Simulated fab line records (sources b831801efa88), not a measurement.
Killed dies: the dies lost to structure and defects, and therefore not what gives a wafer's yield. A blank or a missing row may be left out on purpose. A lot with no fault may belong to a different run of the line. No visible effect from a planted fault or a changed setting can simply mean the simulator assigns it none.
Which of the tools did it?    flow sky130    Sampling: 11 lots, 33 wafers, 2 of 708 route steps

## WHAT THE GAUGES SHOWED, per wafer
SKY_CAPM_THK_MEAS_04: measures by xrf.
lot   measured      on             CAPM_TIN_THK (nm)
L682  day 36 16:24  film_metro-04  202.0 199.2 199.8
L683  day 37 00:44  film_metro-01  197.9 197.7 200.0
L684  day 37 09:53  film_metro-01  202.1 201.0 199.5
L685  day 38 01:37  film_metro-02  201.9 203.7 202.3
L686  day 38 09:28  film_metro-01  200.1 199.0 198.4
L687  day 38 14:21  film_metro-01  196.6 197.6 198.1
L696  day 41 08:55  film_metro-01  202.0 203.3 201.8
L698  day 41 14:44  film_metro-02  198.1 199.2 198.7
L699  day 42 06:23  film_metro-02  201.5 199.0 200.0
L700  day 42 12:08  film_metro-02  202.1 203.7 202.2
L701  day 42 13:13  film_metro-02  199.2 197.7 195.7

SKY_VIA3_RS_MEAS_22: uses a four-point probe to measure.
lot   measured      on             VIA3_W_RS (ohm/sq)
L682  day 40 00:05  film_metro-02  0.2892 0.2925 0.2883
L683  day 40 07:35  film_metro-02  0.2915 0.2886 0.2901
L684  day 40 16:59  film_metro-01  0.2958 0.2933 0.2913
L685  day 41 07:43  film_metro-02  0.2923 0.2907 0.2932
L686  day 41 15:02  film_metro-02  0.2930 0.2913 0.2949
L687  day 41 19:26  film_metro-03  0.2947 0.3000 0.2965
L696  day 44 09:59  film_metro-02  0.2900 0.2929 0.2933
L698  day 44 16:34  film_metro-01  0.2955 0.2941 0.2949
L699  day 45 05:31  film_metro-02  0.2949 0.2973 0.2928
L700  day 45 11:26  film_metro-01  0.2943 0.2912 0.2937
L701  day 45 13:58  film_metro-02  0.2928 0.2912 0.2921

## EACH LOT AND THE TOOL THAT RAN IT (in order: tool; ch and the chambers of the sampled wafers; start)
There is no process step in the record ahead of these readings.

## WHAT THE TOOLS THEMSELVES READ (means of the sampled wafers that have a number; where no wafer has one, the mark that the record gives instead)
The record holds no such reading with a usual standard deviation.

## THE ANSWER, worked out from the rows above alone
Rule: the lots themselves supply what counts as usual. Put in order of their means at a reading, lots are off if they are a third of the lots or fewer, leave a main group of 4 or more, and stand apart from it by a gap of 3 or more times the standard deviation of the main group's means; of several such gaps the widest counts. Not used: any main group whose means are identical at the precision the tables above print for the reading. Also off: a lot with no number at a reading for which 4 or more lots have one. All remaining lots with rows at the step are treated as sound. Order of review: gauges by route order, followed by the tools' own readings, for which a lot's mean as printed above is used. The first step at which some lot is off is used, and at that step the reading that is off furthest; a lot without a number counts as furthest.
No lot is off at any reading shown: from this, nothing can be told.

## WHAT THE SIMULATOR HAD INSERTED
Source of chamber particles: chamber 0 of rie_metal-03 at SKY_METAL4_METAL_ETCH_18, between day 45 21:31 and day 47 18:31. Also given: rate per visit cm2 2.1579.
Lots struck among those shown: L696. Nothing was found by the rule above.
